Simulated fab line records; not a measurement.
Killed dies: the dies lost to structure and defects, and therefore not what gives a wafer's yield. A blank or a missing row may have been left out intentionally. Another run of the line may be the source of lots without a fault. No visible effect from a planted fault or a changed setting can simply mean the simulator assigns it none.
fab line records	flow sfqLine
record: lots: 7	wafers: 21	lastDay: 90
route steps=325 shown I4@170 JJ@178 M5@198 A5B@209 R5@225
lots that met no fault: from a run of the same line without faults
startH: hours from the record's first day to the start of the lot's first wafer shown	waitH: hours since the lot's step before	" as in the row above	L1.1+2: one row covering several wafers at once	- value missing, or start not given	* or withheld: withheld	< > ~ a bound
route shown NAME@n: a module of which the file shows steps, and the number in the route of the first	usual: mean and standard deviation over wafers with no fault	same: alike in all rows	chamber/n: place in a boat	sites: readings site by site	_std_site: standard deviation of those values	_edge_site: inner sites' mean taken away from outer sites' mean	radiusMm: for every site, how far away it sits from the centre of the wafer	mask NAME#n: copy n	behind: tool/chamber where the wafer was last shaped	hold: why the lot was held/for how many hours/how that ended	device: which transistor (n, p or np) failed to switch	end of line: the tests these same wafers got at the end of their route	step lacking rows: just its recipe	killed: dies lost to structure and defects at the first sort, not the wafer's yield	map: per-die view of a wafer (x killed, . not killed, _ where there is no die)
set.NAME: setting as actually run; set.NAME@STEP: the setting as run at that earlier step	model.NAME: the simulator's own value behind a step, which no gauge read
certain route steps with their lots: each step a table, each wafer a row
services: when a tool's chamber went out of use (startH, in hours from the record's first day, below 0 if earlier), for how many hours, and the reason
== steps ==
step: SFQ_TRILAYER_I4_VIA_LITHO_EXPOSE_104
recipe: maskId: I4	na: 0.6	sourceShape: conventional	sigmaOuter: 0.65	targetCdNm: 700	doseMj: 21.3
step: SFQ_TRILAYER_I4_VIA_LITHO_PEB_106
recipe: pebTempC: 115	pebTimeS: 60	resist: KrF
step: SFQ_TRILAYER_I4_VIA_LITHO_DEVELOP_105
recipe: timeS: 60	resist: KrF
step: SFQ_I4_OVL_MEAS_928
usual: I4_OVL: 1/5.9
lot.wafer	tool	chamber	startH	waitH	I4_OVL[nm]
L733.4	overlay-01	-	1191.33	0.1	-6
L733.5	"	-	"	"	0
L733.6	"	-	"	"	2
L738.2	overlay-02	-	1217.61	0.1	-10
L738.3	"	-	"	"	-4
L738.6	"	-	"	"	-8
L747.1	overlay-02	-	1388.20	0.1	1
L747.2	"	-	"	"	0
L747.3	"	-	"	"	6
L748.1	overlay-02	-	1396.53	0.1	10
L748.3	"	-	"	"	9
L748.5	"	-	"	"	13
L749.2	overlay-02	-	1399.66	0.1	1
L749.3	"	-	"	"	3
L749.5	"	-	"	"	5
L750.2	overlay-01	-	1407.50	0.1	-2
L750.3	"	-	"	"	-1
L750.6	"	-	"	"	2
L753.1	overlay-02	-	1418.78	0.1	-2
L753.3	"	-	"	"	0
L753.6	"	-	"	"	-5
step: SFQ_TRILAYER_I4_VIA_BARC_OPEN_VIA_ETCH_146
recipe: maskMaterial: PR	chemistry: O2	targetDepthNm: 125	target: BARC	sourceW: 500	biasW: 80	pressureMtorr: 30	timeS: 41.7
usual: drypumpMotorCurrentA: 5.7/0.38	oesProductAu: 0.685/0.0048
same: timeS: 41.7
lot.wafer	tool	chamber	startH	waitH	drypumpMotorCurrentA	oesProductAu	rfHoursCounterH
L733.4	rieDiel-02	3	1191.37	0.0	5.8	0.699	-
L733.5	"	0	"	"	5.6	0.691	-
L733.6	"	1	"	"	5.0	0.682	-
L738.2	rieDiel-01	3	1217.64	0.0	5.1	0.686	19
L738.3	"	2	"	"	6.0	0.686	11
L738.6	"	1	"	"	5.8	0.696	-
L747.1	rieDiel-02	0	1388.24	0.0	5.5	0.684	5
L747.2	"	1	"	"	4.9	0.676	0
L747.3	"	3	"	"	5.8	0.688	6
L748.1	rieDiel-01	0	1396.57	0.0	5.4	0.686	16
L748.3	"	1	"	"	5.8	0.690	20
L748.5	"	2	"	"	6.0	0.686	-
L749.2	rieDiel-04	1	1399.69	0.0	5.7	0.685	18
L749.3	"	2	"	"	6.0	0.686	10
L749.5	"	3	"	"	6.2	0.683	-
L750.2	rieDiel-04	2	1407.53	0.0	6.0	0.684	11
L750.3	"	0	"	"	6.2	0.687	3
L750.6	"	0	"	"	6.2	0.678	-
L753.1	rieDiel-01	3	1418.82	0.0	5.1	0.685	21
L753.3	"	2	"	"	6.0	0.694	14
L753.6	"	2	"	"	6.0	0.676	-
step: SFQ_TRILAYER_I4_VIA_ETCH_VIA_ETCH_106
recipe: target: SiO2	stopOn: Nb	maskMaterial: PR	taperDeg: 20	chemistry: CHF3	targetDepthNm: 260	sourceW: 500	biasW: 80	pressureMtorr: 30	timeS: withheld
step: SFQ_TRILAYER_I4_VIA_STRIP_STRIP_107
recipe: gas: O2	powerW: 200	platenTempC: 40	overashFraction: 0.65	chemistry: O2	pressureMtorr: 50
usual: drypumpMotorCurrentA: 5.7/0.43	oesProductAu: 1.005/0.0091
lot.wafer	tool	chamber	startH	waitH	drypumpMotorCurrentA	oesProductAu	rfHoursCounterH
L733.4	rieMetal-01	1	1191.70	-	6.7	0.998	-
L733.5	"	1	"	"	6.6	1.000	-
L733.6	"	0	"	"	5.1	1.003	-
L738.2	rieMetal-02	1	1217.79	-	5.8	0.999	95
L738.3	"	1	"	"	5.7	0.996	-
L738.6	"	0	"	"	5.0	0.996	-
L747.1	rieMetal-04	1	1388.39	-	5.9	0.996	18
L747.2	"	0	"	"	5.7	1.014	126
L747.3	"	0	"	"	5.7	1.015	-
L748.1	rieMetal-01	0	1396.72	-	5.1	1.004	1
L748.3	"	1	"	"	6.6	0.996	-
L748.5	"	1	"	"	6.6	1.004	-
L749.2	rieMetal-04	0	1399.84	-	5.7	1.006	127
L749.3	"	1	"	"	5.8	1.005	-
L749.5	"	0	"	"	5.7	1.011	-
L750.2	rieMetal-01	0	1407.68	-	5.1	1.013	3
L750.3	"	1	"	"	6.6	1.007	-
L750.6	"	0	"	"	5.1	1.010	-
L753.1	rieMetal-02	0	1418.97	-	5.0	0.987	9
L753.3	"	0	"	"	5.0	0.986	-
L753.6	"	1	"	"	5.7	0.990	-
step: SFQ_TRILAYER_I4_VIA_STRIP_SOLV_CLEAN_108
recipe: chemistry: NMP	tempC: 70	timeS: 600
step: SFQ_TRILAYER_JJ_TRILAYER_DEP_PRE_CLEAN_113
recipe: gas: Ar	timeS: 22.5	biasV: 250
step: SFQ_TRILAYER_JJ_TRILAYER_DEP_SPUTTER_109
recipe: material: Nb	basePressurePa: 1.33e-06	chamberPressurePa: 0.1333	substrateTempC: 20	targetThkNm: 150	powerW: 2000	timeS: 100
usual: throttleValvePct: 30.2/1.3
same: timeS: 100
lot.wafer	tool	chamber	startH	waitH	throttleValvePct
L733.4	pvdSputter-04	-	1192.32	0.0	31.4
L733.5	"	-	"	"	31.2
L733.6	"	-	"	"	31.4
L738.2	pvdSputter-03	-	1218.60	0.0	28.9
L738.3	"	-	"	"	29.1
L738.6	"	-	"	"	31.3
L747.1	pvdSputter-04	-	1389.20	0.0	28.2
L747.2	"	-	"	"	31.4
L747.3	"	-	"	"	31.0
L748.1	pvdSputter-06	-	1397.52	0.0	30.3
L748.3	"	-	"	"	32.2
L748.5	"	-	"	"	31.4
L749.2	pvdSputter-04	-	1400.64	0.0	31.2
L749.3	"	-	"	"	30.9
L749.5	"	-	"	"	28.4
L750.2	pvdSputter-04	-	1408.48	0.0	28.3
L750.3	"	-	"	"	31.2
L750.6	"	-	"	"	31.1
L753.1	pvdSputter-03	-	1419.77	0.0	31.1
L753.3	"	-	"	"	28.7
L753.6	"	-	"	"	30.9
step: SFQ_TRILAYER_JJ_TRILAYER_DEP_SPUTTER_110
recipe: material: Al	basePressurePa: 1.33e-06	targetThkNm: 8	powerW: 500	timeS: 10	chamberPressurePa: 0.4
step: SFQ_TRILAYER_JJ_TRILAYER_DEP_AL_OXIDATION_111
recipe: pressureMbar: 0.014667	oxidationTimeS: 600	temperatureK: 293
step: SFQ_TRILAYER_JJ_TRILAYER_DEP_SPUTTER_112
recipe: material: Nb	basePressurePa: 1.33e-06	chamberPressurePa: 0.1333	substrateTempC: 20	targetThkNm: 170	powerW: 2000	timeS: 113.3
usual: throttleValvePct: 30.2/1.3
lot.wafer	tool	chamber	startH	waitH	throttleValvePct	model.Nb_of_TRILAYER_JJ_TRILAYER_DEP_SPUTTER_112.thkNm
L733.4	pvdSputter-04	-	1193.42	0.5	31.4	170.1
L733.5	"	-	"	"	31.2	172.7
L733.6	"	-	"	"	31.5	170.4
L738.2	pvdSputter-03	-	1219.69	0.5	28.8	166.6
L738.3	"	-	"	"	28.8	165.9
L738.6	"	-	"	"	31.0	166.7
L747.1	pvdSputter-04	-	1390.29	0.5	28.1	172
L747.2	"	-	"	"	31.2	173
L747.3	"	-	"	"	30.8	134.9
L748.1	pvdSputter-06	-	1398.62	0.5	30.2	170.2
L748.3	"	-	"	"	32.0	171.6
L748.5	"	-	"	"	31.5	169.6
L749.2	pvdSputter-04	-	1401.74	0.5	31.1	173
L749.3	"	-	"	"	31.1	132.9
L749.5	"	-	"	"	28.0	169.9
L750.2	pvdSputter-04	-	1409.58	0.5	28.2	168.8
L750.3	"	-	"	"	31.2	133.6
L750.6	"	-	"	"	30.8	133.6
L753.1	pvdSputter-03	-	1420.87	0.5	31.1	167.2
L753.3	"	-	"	"	28.9	166.9
L753.6	"	-	"	"	30.9	167.6
step: SFQ_JJ_RS_MEAS_929
recipe: thkMeasGauge: four-point-probe	reads: Nb_of_TRILAYER_JJ_TRILAYER_DEP_SPUTTER_112
usual: JJ_NB_RS: 1.057/0.017
lot.wafer	tool	chamber	startH	waitH	JJ_NB_RS[ohm/sq]
L733.4	filmMetro-01	-	1193.56	0.1	1.047
L733.5	"	-	"	"	1.032
L733.6	"	-	"	"	1.045
L738.2	filmMetro-02	-	1219.79	0.1	1.069
L738.3	"	-	"	"	1.073
L738.6	"	-	"	"	1.070
L747.1	filmMetro-01	-	1390.37	0.0	1.036
L747.2	"	-	"	"	1.031
L747.3	"	-	"	"	1.328
L748.1	filmMetro-02	-	1398.70	0.0	1.045
L748.3	"	-	"	"	1.038
L748.5	"	-	"	"	1.050
L749.2	filmMetro-04	-	1401.84	0.1	1.032
L749.3	"	-	"	"	1.349
L749.5	"	-	"	"	1.051
L750.2	filmMetro-02	-	1409.68	0.1	1.056
L750.3	"	-	"	"	1.335
L750.6	"	-	"	"	1.337
L753.1	filmMetro-02	-	1420.95	0.0	1.065
L753.3	"	-	"	"	1.067
L753.6	"	-	"	"	1.063
step: SFQ_TRILAYER_JJ_CE_LITHO_COAT_119
recipe: resist: BARC	spinRpm: 3000	resistThkNm: 62
step: SFQ_TRILAYER_JJ_CE_LITHO_COAT_114
recipe: resist: KrF	spinRpm: 3000	resistThkNm: 600
step: SFQ_TRILAYER_JJ_CE_LITHO_SOFTBAKE_118
recipe: tempC: withheld	timeS: withheld	resist: KrF
step: SFQ_TRILAYER_JJ_CE_LITHO_EXPOSE_115
recipe: maskId: J5	na: 0.6	sourceShape: conventional	sigmaOuter: 0.65	targetCdNm: 700	doseMj: 14.4
step: SFQ_TRILAYER_JJ_CE_LITHO_PEB_117
recipe: pebTempC: 115	pebTimeS: 60	resist: KrF
step: SFQ_TRILAYER_JJ_CE_LITHO_DEVELOP_116
recipe: timeS: 60	resist: KrF
step: SFQ_JJ_OVL_MEAS_931
usual: J5_OVL: -4/6.9
lot.wafer	tool	chamber	startH	waitH	J5_OVL[nm]
L733.4	overlay-01	-	1226.77	0.1	-8
L733.5	"	-	"	"	-12
L733.6	"	-	"	"	-6
L738.2	overlay-01	-	1233.96	0.1	-7
L738.3	"	-	"	"	-10
L738.6	"	-	"	"	-16
L747.1	overlay-02	-	1393.46	0.1	-10
L747.2	"	-	"	"	-14
L747.3	"	-	"	"	-12
L748.1	overlay-01	-	1401.13	0.1	-6
L748.3	"	-	"	"	0
L748.5	"	-	"	"	-5
L749.2	overlay-02	-	1404.25	0.1	-3
L749.3	"	-	"	"	0
L749.5	"	-	"	"	6
L750.2	overlay-01	-	1412.10	0.1	-11
L750.3	"	-	"	"	-9
L750.6	"	-	"	"	-9
L753.1	overlay-01	-	1424.94	0.1	4
L753.3	"	-	"	"	-1
L753.6	"	-	"	"	9
step: SFQ_TRILAYER_JJ_CE_METRO_MEASURE_117
step: SFQ_TRILAYER_JJ_CE_BARC_OPEN_RIE_150
recipe: maskMaterial: PR	chemistry: O2	targetDepthNm: 240	target: BARC	icpW: 600	biasW: 80	pressureMtorr: 10	timeS: 80
step: SFQ_TRILAYER_JJ_CE_ETCH_RIE_118
recipe: target: Nb	stopOn: Al2O3	maskMaterial: PR	taperDeg: 13.257	overEtchFrac: 0.15	timeS: 97.7	chemistry: SF6	targetDepthNm: 170	icpW: 600	biasW: 80	pressureMtorr: 10
usual: drypumpMotorCurrentA: 5.6/0.63	oesProductAu: 0.985/0.008
same: timeS: 97.7
lot.wafer	tool	chamber	startH	waitH	drypumpMotorCurrentA	oesProductAu	rfHoursCounterH
L733.4	rieMetal-02	0	1228.12	0.1	5.0	0.986	-
L733.5	"	0	"	"	5.0	0.987	-
L733.6	"	1	"	"	5.7	0.986	-
L738.2	rieMetal-01	1	1235.28	0.1	6.7	0.980	100
L738.3	"	0	"	"	5.1	0.985	-
L738.6	"	1	"	"	6.7	0.983	-
L747.1	rieMetal-02	0	1394.79	0.1	5.0	0.999	5
L747.2	"	1	"	"	5.7	0.991	123
L747.3	"	1	"	"	5.7	0.870	-
L748.1	rieMetal-01	1	1402.45	0.1	6.6	0.983	124
L748.3	"	0	"	"	5.1	1.000	-
L748.5	"	0	"	"	5.1	0.982	-
L749.2	rieMetal-02	0	1405.58	0.1	5.0	0.985	7
L749.3	"	1	"	"	5.7	0.863	-
L749.5	"	0	"	"	5.0	0.988	-
L750.2	rieMetal-02	0	1413.42	0.1	5.1	0.991	8
L750.3	"	1	"	"	5.7	0.859	-
L750.6	"	1	"	"	5.7	0.869	-
L753.1	rieMetal-02	0	1426.27	0.1	5.0	0.986	10
L753.3	"	1	"	"	5.7	0.978	-
L753.6	"	0	"	"	5.0	0.987	-
step: SFQ_TRILAYER_JJ_ANODIZE_ANODIZE_119
recipe: currentDensityMaCm2: withheld	endCurrentDensityMaCm2: withheld	bathTempC: withheld
step: SFQ_TRILAYER_JJ_CE_STRIP_STRIP_120
recipe: gas: O2	powerW: 200	platenTempC: 40	overashFraction: 0.65	chemistry: O2	pressureMtorr: 50
step: SFQ_TRILAYER_JJ_CE_STRIP_SOLV_CLEAN_121
recipe: chemistry: NMP	tempC: 70	timeS: 600
step: SFQ_TRILAYER_M5_LITHO_COAT_128
recipe: resist: BARC	spinRpm: 3000	resistThkNm: 62
step: SFQ_TRILAYER_M5_LITHO_COAT_123
recipe: resist: KrF	spinRpm: 3000	resistThkNm: 600
step: SFQ_TRILAYER_M5_LITHO_SOFTBAKE_127
recipe: tempC: withheld	timeS: withheld	resist: KrF
step: SFQ_TRILAYER_M5_LITHO_EXPOSE_124
recipe: maskId: M5	na: 0.6	sourceShape: conventional	sigmaOuter: 0.65	targetCdNm: 700	doseMj: 14.4
step: SFQ_TRILAYER_M5_LITHO_PEB_126
recipe: pebTempC: 115	pebTimeS: 60	resist: KrF
step: SFQ_TRILAYER_M5_LITHO_DEVELOP_125
recipe: timeS: 60	resist: KrF
step: SFQ_M5_OVL_MEAS_932
usual: M5_OVL: 2/5.4
lot.wafer	tool	chamber	startH	waitH	M5_OVL[nm]
L733.4	overlay-02	-	1341.97	0.1	2
L733.5	"	-	"	"	3
L733.6	"	-	"	"	0
L738.2	overlay-01	-	1356.58	0.1	0
L738.3	"	-	"	"	6
L738.6	"	-	"	"	3
L747.1	overlay-02	-	1398.45	0.1	-9
L747.2	"	-	"	"	0
L747.3	"	-	"	"	-10
L748.1	overlay-01	-	1406.29	0.1	10
L748.3	"	-	"	"	2
L748.5	"	-	"	"	3
L749.2	overlay-02	-	1409.39	0.1	7
L749.3	"	-	"	"	-1
L749.5	"	-	"	"	0
L750.2	overlay-02	-	1417.59	0.1	13
L750.3	"	-	"	"	10
L750.6	"	-	"	"	16
L753.1	overlay-01	-	1432.14	0.1	0
L753.3	"	-	"	"	-5
L753.6	"	-	"	"	3
step: SFQ_TRILAYER_M5_BARC_OPEN_METAL_ETCH_161
recipe: maskMaterial: PR	chemistry: O2	targetDepthNm: 125	target: BARC	icpW: 600	biasW: 80	pressureMtorr: 10	timeS: 41.7
step: SFQ_TRILAYER_M5_ETCH_METAL_ETCH_126
recipe: target: Nb	stopOn: SiO2	maskMaterial: PR	overEtchFrac: 0.15	timeS: 203.2	chemistry: Cl2/BCl3	targetDepthNm: 265	icpW: 600	biasW: 80	pressureMtorr: 10
step: SFQ_TRILAYER_M5_STRIP_STRIP_127
recipe: gas: O2	powerW: 200	platenTempC: 40	overashFraction: 0.65	chemistry: O2	pressureMtorr: 50
step: SFQ_TRILAYER_M5_STRIP_SOLV_CLEAN_128
recipe: chemistry: NMP	tempC: 70	timeS: 600
step: SFQ_TRILAYER_A5B_DEP_PECVD_129
recipe: material: SiO2	tempC: 150	timeS: 133.33	pressureTorr: 2.4	rfW: 183.3	precursor: SiH4/N2O	targetThkNm: 600
usual: chamberPressureTorr: 2.400/0.0052	heaterPowerOuterW: 35/9.4	heaterPowerW: 94/13	throttleValvePct: 24.5/1.2
same: timeS: 133.33
lot.wafer	tool	chamber	startH	waitH	chamberPressureTorr	heaterPowerOuterW	heaterPowerW	throttleValvePct
L733.4	pecvd-02	1	1343.06	0.0	2.397	28	82	26.6
L733.5	"	0	"	"	2.398	40	97	23.0
L733.6	"	2	"	"	2.397	27	83	24.1
L738.2	pecvd-03	2	1357.66	0.0	2.397	23	78	23.8
L738.3	"	0	"	"	2.410	35	108	24.0
L738.6	"	1	"	"	2.405	35	98	26.0
L747.1	pecvd-03	0	1399.72	0.0	2.400	37	110	24.1
L747.2	"	1	"	"	2.404	31	90	26.2
L747.3	"	2	"	"	2.392	18	72	24.0
L748.1	pecvd-01	0	1407.36	0.0	2.388	25	74	24.5
L748.3	"	2	"	"	2.397	44	108	23.4
L748.5	"	1	"	"	2.396	46	99	24.1
L749.2	pecvd-02	2	1410.45	0.0	2.401	25	82	23.8
L749.3	"	1	"	"	2.406	42	97	27.0
L749.5	"	1	"	"	2.395	29	81	27.0
L750.2	pecvd-03	1	1418.64	0.0	2.397	27	86	25.8
L750.3	"	0	"	"	2.395	42	114	24.0
L750.6	"	2	"	"	2.409	24	79	24.0
L753.1	pecvd-02	1	1433.20	0.0	2.406	38	96	27.1
L753.3	"	2	"	"	2.393	23	80	24.4
L753.6	"	0	"	"	2.407	51	112	23.0
step: SFQ_TRILAYER_A5B_CMP_CMP_130
recipe: stopOn: Nb	downForcePsi: 3	platenRpm: 60	targetThkNm: 340.7
step: SFQ_TRILAYER_A5B_METRO_MEASURE_131
usual: thkNm: 343/6.1
lot.wafer	tool	chamber	startH	waitH	thkNm
L733.4	filmMetro-04	-	1346.71	2.6	344
L733.5	"	-	"	"	339
L733.6	"	-	"	"	339
L738.2	filmMetro-03	-	1363.83	2.7	349
L738.3	"	-	"	"	338
L738.6	"	-	"	"	352
L747.1	filmMetro-01	-	1403.33	1.5	340
L747.2	"	-	"	"	341
L747.3	"	-	"	"	340
L748.1	filmMetro-03	-	1411.77	2.5	340
L748.3	"	-	"	"	338
L748.5	"	-	"	"	345
L749.2	filmMetro-01	-	1415.93	1.2	354
L749.3	"	-	"	"	343
L749.5	"	-	"	"	341
L750.2	filmMetro-04	-	1422.57	2.7	340
L750.3	"	-	"	"	343
L750.6	"	-	"	"	351
L753.1	filmMetro-04	-	1436.29	1.5	345
L753.3	"	-	"	"	345
L753.6	"	-	"	"	344
step: SFQ_TRILAYER_R5_ETCH_METAL_ETCH_139
recipe: stopOn: SiO2	maskMaterial: PR	chemistry: Cl2	targetDepthNm: 60	icpW: 600	biasW: 80	pressureMtorr: 10	timeS: 40
usual: drypumpMotorCurrentA: 5.4/0.36	oesProductAu: 0.991/0.0056
same: timeS: 40
lot.wafer	tool	chamber	startH	waitH	drypumpMotorCurrentA	oesProductAu	rfHoursCounterH	model.Nb_of_TRILAYER_JJ_TRILAYER_DEP_SPUTTER_112.thkNm
L733.4	rieMetal-04	0	1463.45	0.0	5.7	0.996	-	159.9
L733.5	"	0	"	"	5.7	1.001	-	162.5
L733.6	"	1	"	"	5.9	0.998	-	160.3
L738.2	rieMetal-03	1	1475.43	0.0	5.3	0.987	151	156.6
L738.3	"	1	"	"	5.2	0.984	-	156
L738.6	"	1	"	"	5.3	0.984	-	156.7
L747.1	rieMetal-03	0	1515.22	0.1	5.1	0.995	14	162
L747.2	"	0	"	"	5.1	0.989	-	162.8
L747.3	"	0	"	"	5.1	0.995	-	124.8
L748.1	rieMetal-02	0	1518.82	0.1	5.0	0.989	26	160.2
L748.3	"	0	"	"	5.0	0.990	-	161.6
L748.5	"	0	"	"	5.0	0.991	-	159.7
L749.2	rieMetal-04	1	1521.51	0.1	5.9	0.993	-	163
L749.3	"	1	"	"	5.9	0.991	-	122.9
L749.5	"	1	"	"	5.9	0.995	-	159.9
L750.2	rieMetal-02	0	1526.46	0.1	5.0	0.990	-	158.8
L750.3	"	0	"	"	5.0	0.990	-	123.6
L750.6	"	0	"	"	5.0	0.994	-	123.7
L753.1	rieMetal-03	1	1536.08	0.0	5.2	0.983	0	157.3
L753.3	"	1	"	"	5.2	0.991	-	157
L753.6	"	1	"	"	5.3	0.987	-	157.7
== services ==
tool	chamber	startH	hours	kind
pecvd-02	0	1176.06	9.4	repair
rieMetal-01	0	1194.14	14.9	repair
pvdSputter-03	-	1194.76	8.1	repair
rieDiel-01	-	1194.85	4.3	pm
filmMetro-04	-	1197.24	2.5	pm
rieMetal-03	0	1207.70	26.1	repair
pecvd-03	2	1210.89	5.6	repair
pecvd-03	-	1222.50	0.6	repair
rieMetal-04	1	1247.15	10.7	repair
pecvd-02	-	1247.78	2.5	repair
rieMetal-01	-	1251.34	14.6	pm
rieMetal-04	-	1253.74	14.6	pm
filmMetro-04	-	1259.34	0.6	pm
rieDiel-01	-	1259.67	2.8	pm
rieDiel-01	3	1265.47	2.3	repair
pvdSputter-03	-	1284.03	39.2	repair
rieMetal-04	-	1294.26	2.8	pm
rieMetal-02	-	1311.20	3.3	repair
pvdSputter-04	-	1361.43	6.2	repair
rieMetal-04	-	1379.08	0.6	repair
rieMetal-04	-	1392.37	6.5	repair
rieMetal-02	-	1403.08	1.4	pm
pvdSputter-04	-	1445.46	5.4	repair
rieMetal-04	0	1516.64	23.1	repair
== key ==
firstSign: step: SFQ_JJ_RS_MEAS_929	reading: JJ_NB_RS	direction: up	sigmas: 17	usual: 1.057	struck: 1.337
effect: step: SFQ_TRILAYER_JJ_CE_ETCH_RIE_118	reading: oesProductAu	direction: down	sigmas: 15	usual: 0.985	struck: 0.865
modelEffect: step: SFQ_TRILAYER_JJ_TRILAYER_DEP_SPUTTER_112	value: Nb_of_TRILAYER_JJ_TRILAYER_DEP_SPUTTER_112.thkNm	without: 170	struck: 133.8
modelEffect: step: SFQ_TRILAYER_R5_ETCH_METAL_ETCH_139	value: Nb_of_TRILAYER_JJ_TRILAYER_DEP_SPUTTER_112.thkNm	without: 160	struck: 123.7
metAt SFQ_TRILAYER_JJ_TRILAYER_DEP_SPUTTER_112
struckWafers L747.3,L749.3,L750.3,L750.6
onsetBetween 1193.42 1390.29
fault: kind: processParameterDrift	tool: pvdSputter-04	chamber: -	onsetH: 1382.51	steps: SFQ_TRILAYER_JJ_TRILAYER_DEP_SPUTTER_112	channel: targetThkNm	offset: -36.262	shape: step	endH: 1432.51	scope: struckWafersOnly	actsIn: theseRecipesOnly	stated: 170
